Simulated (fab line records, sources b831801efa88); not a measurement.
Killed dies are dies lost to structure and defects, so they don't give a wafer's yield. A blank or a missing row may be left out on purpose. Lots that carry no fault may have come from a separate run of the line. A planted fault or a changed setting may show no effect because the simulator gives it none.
Which tool was responsible? :: flow sky130 :: Sampling: 13 lots, 39 wafers, 4 of 708 route steps

## WHAT EACH GAUGE READ, for each wafer
SKY_METAL4_OVL_MEAS_14. Usual: METAL4_OVL typically reads 1 nm, with standard deviation 4.9.
lot: L258
measured: day 42 22:46
on: overlay-01
METAL4_OVL (nm): 0 0 5
flag: 

lot: L259
measured: day 43 00:31
on: overlay-02
METAL4_OVL (nm): 9 4 5
flag: 

lot: L261
measured: day 43 14:43
on: overlay-01
METAL4_OVL (nm): 1 -4 -2
flag: 

lot: L262
measured: day 43 13:40
on: overlay-01
METAL4_OVL (nm): -3 -4 2
flag: 

lot: L268
measured: day 45 05:23
on: overlay-01
METAL4_OVL (nm): 4 -8 1
flag: 

lot: L270
measured: day 45 18:22
on: overlay-02
METAL4_OVL (nm): -2 3 -2
flag: 

lot: L271
measured: day 46 11:44
on: overlay-02
METAL4_OVL (nm): 4 10 11
flag: 

lot: L272
measured: day 46 15:34
on: overlay-02
METAL4_OVL (nm): 6 5 3
flag: 

lot: L273
measured: day 46 20:20
on: overlay-01
METAL4_OVL (nm): -9 -10 -9
flag: 

lot: L275
measured: day 47 13:59
on: overlay-01
METAL4_OVL (nm): 2 -3 -4
flag: 

lot: L276
measured: day 48 01:28
on: overlay-02
METAL4_OVL (nm): 1 0 5
flag: 

lot: L278
measured: day 48 07:37
on: overlay-02
METAL4_OVL (nm): 8 5 13
flag: 

lot: L281
measured: day 48 17:10
on: overlay-01
METAL4_OVL (nm): 4 6 1
flag: 

## EACH LOT AND THE TOOL THAT RAN IT (in order: tool; ch and the chambers of the sampled wafers; start)
lot: L258
SKY_CONTACT_ETCH_18: rie diel-03 ch 0,1, day 32 17:00
SKY_METAL4_SPUTTER_02: pvd sputter-01, day 40 21:23
SKY_CAP2M_METAL_ETCH_13: rie metal-03 ch 0,1, day 41 21:59

lot: L259
SKY_CONTACT_ETCH_18: rie diel-01 ch 0,3, day 32 21:00
SKY_METAL4_SPUTTER_02: pvd sputter-03, day 41 00:37
SKY_CAP2M_METAL_ETCH_13: rie metal-03 ch 0,1, day 42 00:21

lot: L261
SKY_CONTACT_ETCH_18: rie diel-01 ch 0,3, day 33 09:00
SKY_METAL4_SPUTTER_02: pvd sputter-03, day 41 13:46
SKY_CAP2M_METAL_ETCH_13: rie metal-04 ch 0,1, day 42 14:05

lot: L262
SKY_CONTACT_ETCH_18: rie diel-02 ch 1,2,3, day 33 10:00
SKY_METAL4_SPUTTER_02: pvd sputter-01, day 41 12:52
SKY_CAP2M_METAL_ETCH_13: rie metal-03 ch 0,1, day 42 13:09

lot: L268
SKY_CONTACT_ETCH_18: rie diel-03 ch 0,1,2, day 35 11:00
SKY_METAL4_SPUTTER_02: pvd sputter-01, day 43 06:31
SKY_CAP2M_METAL_ETCH_13: rie metal-04 ch 1, day 44 05:37

lot: L270
SKY_CONTACT_ETCH_18: rie diel-02 ch 1,2,3, day 36 00:00
SKY_METAL4_SPUTTER_02: pvd sputter-03, day 43 19:50
SKY_CAP2M_METAL_ETCH_13: rie metal-04 ch 0,1, day 44 18:59

lot: L271
SKY_CONTACT_ETCH_18: rie diel-03 ch 0,2, day 36 20:00
SKY_METAL4_SPUTTER_02: pvd sputter-03, day 44 13:48
SKY_CAP2M_METAL_ETCH_13: rie metal-02 ch 0,1, day 45 12:48

lot: L272
SKY_CONTACT_ETCH_18: rie diel-02 ch 0,1, day 36 23:00
SKY_METAL4_SPUTTER_02: pvd sputter-04, day 44 17:34
SKY_CAP2M_METAL_ETCH_13: rie metal-04 ch 0, day 45 16:34

lot: L273
SKY_CONTACT_ETCH_18: rie diel-01 ch 0,1,2, day 37 07:00
SKY_METAL4_SPUTTER_02: pvd sputter-04, day 44 22:38
SKY_CAP2M_METAL_ETCH_13: rie metal-02 ch 0,1, day 45 21:29

lot: L275
SKY_CONTACT_ETCH_18: rie diel-02 ch 0,1,3, day 38 01:00
SKY_METAL4_SPUTTER_02: pvd sputter-04, day 45 17:37
SKY_CAP2M_METAL_ETCH_13: rie metal-04 ch 0,1, day 46 16:05

lot: L276
SKY_CONTACT_ETCH_18: rie diel-01 ch 0,1,3, day 38 21:00
SKY_METAL4_SPUTTER_02: pvd sputter-04, day 46 06:45
SKY_CAP2M_METAL_ETCH_13: rie metal-02 ch 0,1, day 47 03:42

lot: L278
SKY_CONTACT_ETCH_18: rie diel-01 ch 0,2,3, day 39 03:00
SKY_METAL4_SPUTTER_02: pvd sputter-01, day 46 12:50
SKY_CAP2M_METAL_ETCH_13: rie metal-03 ch 0,1, day 47 10:11

lot: L281
SKY_CONTACT_ETCH_18: rie diel-03 ch 0,1,3, day 39 15:00
SKY_METAL4_SPUTTER_02: pvd sputter-03, day 46 23:22
SKY_CAP2M_METAL_ETCH_13: rie metal-02 ch 0,1, day 47 20:10
- SKY_CONTACT_ETCH_18: etches Si3N4 in CHF3/O2, stops on TiN, time 39 s, target depth 75 nm.
- SKY_METAL4_SPUTTER_02: material AlCu, target thk 735 nm, time 39.1 s.
- SKY_CAP2M_METAL_ETCH_13: etches TiN in Cl2/BCl3, stops on SiO2, target depth 220 nm, time 62.9 s.

## AS READ BY THE TOOLS THEMSELVES (means over the sampled wafers that have a number; for cases with no such wafer, the mark the record gives instead)
SKY_CONTACT_ETCH_18. Usual: drypump motor current A 5.7 A, standard deviation 0.43; oes product au 0.855 a.u., standard deviation 0.0084; rf fwd power W 592.9 W, standard deviation 2.6; throttle valve pct 8.794 %, standard deviation 0.0093.
lot: L258
tool: rie diel-03
drypump motor current A (A): 5.6
oes product au (a.u.): 0.870
rf fwd power W (W): 592.0
throttle valve pct (%): 8.791
flag: 

lot: L259
tool: rie diel-01
drypump motor current A (A): 5.7
oes product au (a.u.): 0.862
rf fwd power W (W): 593.3
throttle valve pct (%): 8.798
flag: 

lot: L261
tool: rie diel-01
drypump motor current A (A): 5.9
oes product au (a.u.): 0.858
rf fwd power W (W): 593.7
throttle valve pct (%): 8.789
flag: 

lot: L262
tool: rie diel-02
drypump motor current A (A): 5.4
oes product au (a.u.): 0.848
rf fwd power W (W): 593.9
throttle valve pct (%): 8.805
flag: 

lot: L268
tool: rie diel-03
drypump motor current A (A): 5.9
oes product au (a.u.): 0.843
rf fwd power W (W): 498.4
throttle valve pct (%): 8.795
flag: OFF

lot: L270
tool: rie diel-02
drypump motor current A (A): 5.4
oes product au (a.u.): 0.864
rf fwd power W (W): 592.8
throttle valve pct (%): 8.802
flag: 

lot: L271
tool: rie diel-03
drypump motor current A (A): 5.9
oes product au (a.u.): 0.852
rf fwd power W (W): 495.7
throttle valve pct (%): 8.791
flag: OFF

lot: L272
tool: rie diel-02
drypump motor current A (A): 5.4
oes product au (a.u.): 0.858
rf fwd power W (W): 593.6
throttle valve pct (%): 8.795
flag: 

lot: L273
tool: rie diel-01
drypump motor current A (A): 5.8
oes product au (a.u.): 0.851
rf fwd power W (W): 591.3
throttle valve pct (%): 8.789
flag: 

lot: L275
tool: rie diel-02
drypump motor current A (A): 5.5
oes product au (a.u.): 0.855
rf fwd power W (W): 594.1
throttle valve pct (%): 8.797
flag: 

lot: L276
tool: rie diel-01
drypump motor current A (A): 5.6
oes product au (a.u.): 0.865
rf fwd power W (W): 592.0
throttle valve pct (%): 8.797
flag: 

lot: L278
tool: rie diel-01
drypump motor current A (A): 6.0
oes product au (a.u.): 0.855
rf fwd power W (W): 592.4
throttle valve pct (%): 8.789
flag: 

lot: L281
tool: rie diel-03
drypump motor current A (A): 5.7
oes product au (a.u.): 0.854
rf fwd power W (W): 594.4
throttle valve pct (%): 8.787
flag: 

SKY_METAL4_SPUTTER_02. Usual: throttle valve pct at 29.5 %, with a standard deviation of 1.3.
lot: L258
tool: pvd sputter-01
throttle valve pct (%): 30.1
flag: 

lot: L259
tool: pvd sputter-03
throttle valve pct (%): 29.0
flag: 

lot: L261
tool: pvd sputter-03
throttle valve pct (%): 29.7
flag: 

lot: L262
tool: pvd sputter-01
throttle valve pct (%): 30.0
flag: 

lot: L268
tool: pvd sputter-01
throttle valve pct (%): 30.0
flag: 

lot: L270
tool: pvd sputter-03
throttle valve pct (%): 29.4
flag: 

lot: L271
tool: pvd sputter-03
throttle valve pct (%): 30.0
flag: 

lot: L272
tool: pvd sputter-04
throttle valve pct (%): 29.7
flag: 

lot: L273
tool: pvd sputter-04
throttle valve pct (%): 29.9
flag: 

lot: L275
tool: pvd sputter-04
throttle valve pct (%): 29.9
flag: 

lot: L276
tool: pvd sputter-04
throttle valve pct (%): 29.4
flag: 

lot: L278
tool: pvd sputter-01
throttle valve pct (%): 29.4
flag: 

lot: L281
tool: pvd sputter-03
throttle valve pct (%): 29.5
flag: 

SKY_CAP2M_METAL_ETCH_13. Usual: drypump motor current A 6.0 A, standard deviation 0.6; oes product au 0.941 a.u., standard deviation 0.0079; rf fwd power W 891 W, standard deviation 3.5; throttle valve pct 21.901 %, standard deviation 0.0095.
lot: L258
tool: rie metal-03
drypump motor current A (A): 5.1
oes product au (a.u.): 0.932
rf fwd power W (W): 894
throttle valve pct (%): 21.907
flag: 

lot: L259
tool: rie metal-03
drypump motor current A (A): 5.1
oes product au (a.u.): 0.950
rf fwd power W (W): 895
throttle valve pct (%): 21.902
flag: 

lot: L261
tool: rie metal-04
drypump motor current A (A): 6.4
oes product au (a.u.): 0.941
rf fwd power W (W): 893
throttle valve pct (%): 21.902
flag: 

lot: L262
tool: rie metal-03
drypump motor current A (A): 5.1
oes product au (a.u.): 0.949
rf fwd power W (W): 893
throttle valve pct (%): 21.898
flag: 

lot: L268
tool: rie metal-04
drypump motor current A (A): 6.8
oes product au (a.u.): 0.948
rf fwd power W (W): 888
throttle valve pct (%): 21.895
flag: 

lot: L270
tool: rie metal-04
drypump motor current A (A): 6.4
oes product au (a.u.): 0.935
rf fwd power W (W): 892
throttle valve pct (%): 21.909
flag: 

lot: L271
tool: rie metal-02
drypump motor current A (A): 6.0
oes product au (a.u.): 0.945
rf fwd power W (W): 894
throttle valve pct (%): 21.908
flag: 

lot: L272
tool: rie metal-04
drypump motor current A (A): 6.1
oes product au (a.u.): 0.933
rf fwd power W (W): 892
throttle valve pct (%): 21.898
flag: 

lot: L273
tool: rie metal-02
drypump motor current A (A): 6.0
oes product au (a.u.): 0.947
rf fwd power W (W): 890
throttle valve pct (%): 21.905
flag: 

lot: L275
tool: rie metal-04
drypump motor current A (A): 6.6
oes product au (a.u.): 0.940
rf fwd power W (W): 889
throttle valve pct (%): 21.910
flag: 

lot: L276
tool: rie metal-02
drypump motor current A (A): 5.9
oes product au (a.u.): 0.945
rf fwd power W (W): 893
throttle valve pct (%): 21.889
flag: 

lot: L278
tool: rie metal-03
drypump motor current A (A): 5.2
oes product au (a.u.): 0.936
rf fwd power W (W): 890
throttle valve pct (%): 21.909
flag: 

lot: L281
tool: rie metal-02
drypump motor current A (A): 5.9
oes product au (a.u.): 0.942
rf fwd power W (W): 894
throttle valve pct (%): 21.892
flag: 

## THE ANSWER, worked out from the rows above alone
Rule: lot off if the mean of its wafers having a number is beyond 3 standard deviations from the usual mean. Also off: a lot with no number at a reading for which 4 or more lots have one. Any other lot the step has rows for is counted as sound. The gauges are gone through in route order, then the tools' own readings, and for those a lot's mean is taken as printed above. At the first step where some lot is off, the reading lying furthest off is the one used; lots without a number count as furthest.
Off, at SKY_CONTACT_ETCH_18 on rf fwd power W: L268, L271.
A tool fits if, at that step or a process step before it, it ran every lot that is off, and no sound lot after the first of them. None of those tried fits.

## WHAT THE SIMULATOR HAD PUT IN
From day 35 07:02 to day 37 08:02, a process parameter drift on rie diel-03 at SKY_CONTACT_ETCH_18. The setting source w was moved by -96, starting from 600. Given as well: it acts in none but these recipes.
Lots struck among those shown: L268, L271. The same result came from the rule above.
